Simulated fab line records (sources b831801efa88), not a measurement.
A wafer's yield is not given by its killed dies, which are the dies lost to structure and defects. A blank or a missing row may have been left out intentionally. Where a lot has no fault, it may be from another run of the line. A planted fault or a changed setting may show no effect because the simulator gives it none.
A lot that was struck, set against a sound lot | flow sfq-line | 19 steps out of a route of 325
Sound: wafers L384.1, L384.2, L384.3. Struck: wafers L387.1, L387.4. (L387.5 of the same lot was not struck and is left out.) The cause comes at the end.
Each step with rows lists, per side, the tool, then ch with its chambers, then its first start. Under that, the readings that differ: sound wafers | struck wafers | difference of the means | sigmas: that difference in standard deviations of wafers without a fault.
alike: readings with means less than 2 such deviations apart, plus words and numbers identical on both sides. not compared: withheld readings, readings lacking a value on some wafer, bounds such as >300 that could conceal the same value, and numbers that have no deviation in the record and whose values overlap.
Wherever a step has rows on one side only, a row that says differs or no value, or a row with sigmas, the two part there. When numbers do not overlap yet have no deviation, they are printed without sigmas and do not part them. A reading that every wafer of one side lacks parts them only if that side has two wafers or more.

SFQ_M7_OVL_MEAS_945:
  struck on overlay-02, day 76 23:01; sound on overlay-02, day 76 17:01
  alike: M7_OVL
SFQ_TRILAYER_M7_BARC_OPEN_METAL_ETCH_229: etches BARC in O2, target depth 125 nm, time 41.7 s.
  sound on rie-metal-01 ch 0,1, day 76 17:03; struck on rie-metal-01 ch 0, day 76 23:03
  alike: drypump-motor-current-A, oes-product-au
  not compared: rf-hours-counter-h
then, 3 steps without rows for these wafers: SFQ_TRILAYER_M7_ETCH_METAL_ETCH_180 (etches Nb in Cl2/Ar, stops on SiO2, target depth 240 nm, time 120 s); SFQ_TRILAYER_M7_STRIP_STRIP_181 (strips in O2); SFQ_TRILAYER_M7_STRIP_SOLV_CLEAN_182 (cleans in NMP, time 600 s).
SFQ_TRILAYER_I7_DEP_PECVD_183: deposits SiO2 from SiH4/N2O, time 111.11 s, target thk 500 nm.
  sound on pecvd-03 ch 0,1,2, day 76 18:11; struck on pecvd-01 ch 1, day 77 00:11
  reading            | sound    | struck  | difference | sigmas
  heater-power-w (W) | 80 84 96 | 120 123 | +35        | +3
  alike: showerhead-vpp-V, throttle-valve-pct
  not compared: since-wet-clean-h
SFQ_TRILAYER_I7_CMP_CMP_184: polishes SiO2.
  sound on cmp-01 ch 0,2,3, day 77 09:01; struck on cmp-01 ch 2,3, day 77 18:01
  alike: edge-zone-pressure-frac, motor-current-A, platen-rpm, time-to-endpoint-s
SFQ_I7_BOW_MEAS_946:
  struck on film-metro-02, day 77 21:01; sound on film-metro-02, day 77 12:01
  alike: I7_BOW
SFQ_TRILAYER_I7_METRO_MEASURE_185:
  struck on film-metro-02, day 77 21:08; sound on film-metro-02, day 77 12:08
  alike: thk-nm
then, 3 steps without rows for these wafers: SFQ_TRILAYER_I7_VIA_LITHO_COAT_192 (resist thk 62 nm); SFQ_TRILAYER_I7_VIA_LITHO_COAT_187 (resist thk 650 nm); SFQ_TRILAYER_I7_VIA_LITHO_SOFTBAKE_191.
-- the record jumps here: 4 days lie between the struck wafers' starts before and after --
SFQ_TRILAYER_I7_VIA_LITHO_EXPOSE_188: exposes mask I7, target cd 1000 nm.
  sound on krf-scanner-02 ch 0, day 81 09:35; struck on krf-scanner-01 ch 0, day 82 00:07
  alike: mask
then, 2 steps without rows for these wafers: SFQ_TRILAYER_I7_VIA_LITHO_PEB_190 (peb time 60 s); SFQ_TRILAYER_I7_VIA_LITHO_DEVELOP_189 (time 60 s).
SFQ_I7_OVL_MEAS_947:
  struck on overlay-01, day 82 01:37; sound on overlay-02, day 81 11:05
  alike: I7_OVL
SFQ_TRILAYER_I7_VIA_BARC_OPEN_VIA_ETCH_260: etches BARC in O2, target depth 125 nm, time 41.7 s.
  sound on rie-diel-02 ch 0,1,3, day 81 11:08; struck on rie-diel-03 ch 0,2, day 82 01:39
  reading                | sound           | struck    | difference | sigmas
  rf-hours-counter-h (h) | 8 8 16          | 6 5       | -5         |
  model.I7.cd-nm (nm)    | 999.7 1002 1001 | 1011 1014 | +12        |
  alike: drypump-motor-current-A, oes-product-au
SFQ_TRILAYER_I7_VIA_ETCH_VIA_ETCH_190: etches SiO2 in CHF3, stops on Nb, target depth 260 nm.
  sound on rie-diel-02 ch 0,1,3, day 81 11:10; struck on rie-diel-03 ch 0,2, day 82 01:41
  reading             | sound             | struck    | difference | sigmas
  model.I7.cd-nm (nm) | 998.3 999.5 998.6 | 1013 1014 | +15        |
  alike: drypump-motor-current-A, oes-product-au
SFQ_TRILAYER_I7_VIA_STRIP_STRIP_191: strips in O2.
  sound on rie-metal-02 ch 0,1, day 81 11:17; struck on rie-metal-04 ch 1, day 82 01:49
  reading               | sound             | struck      | difference | sigmas
  oes-product-au (a.u.) | 0.976 1.008 0.997 | 1.025 1.007 | +0.022     | +2
  alike: drypump-motor-current-A
  not compared: rf-hours-counter-h

## WHERE THEY PART
Earliest at SFQ_TRILAYER_I7_DEP_PECVD_183; latest, in this record, at SFQ_TRILAYER_I7_VIA_STRIP_STRIP_191.

WHY: the cause the simulator had injected
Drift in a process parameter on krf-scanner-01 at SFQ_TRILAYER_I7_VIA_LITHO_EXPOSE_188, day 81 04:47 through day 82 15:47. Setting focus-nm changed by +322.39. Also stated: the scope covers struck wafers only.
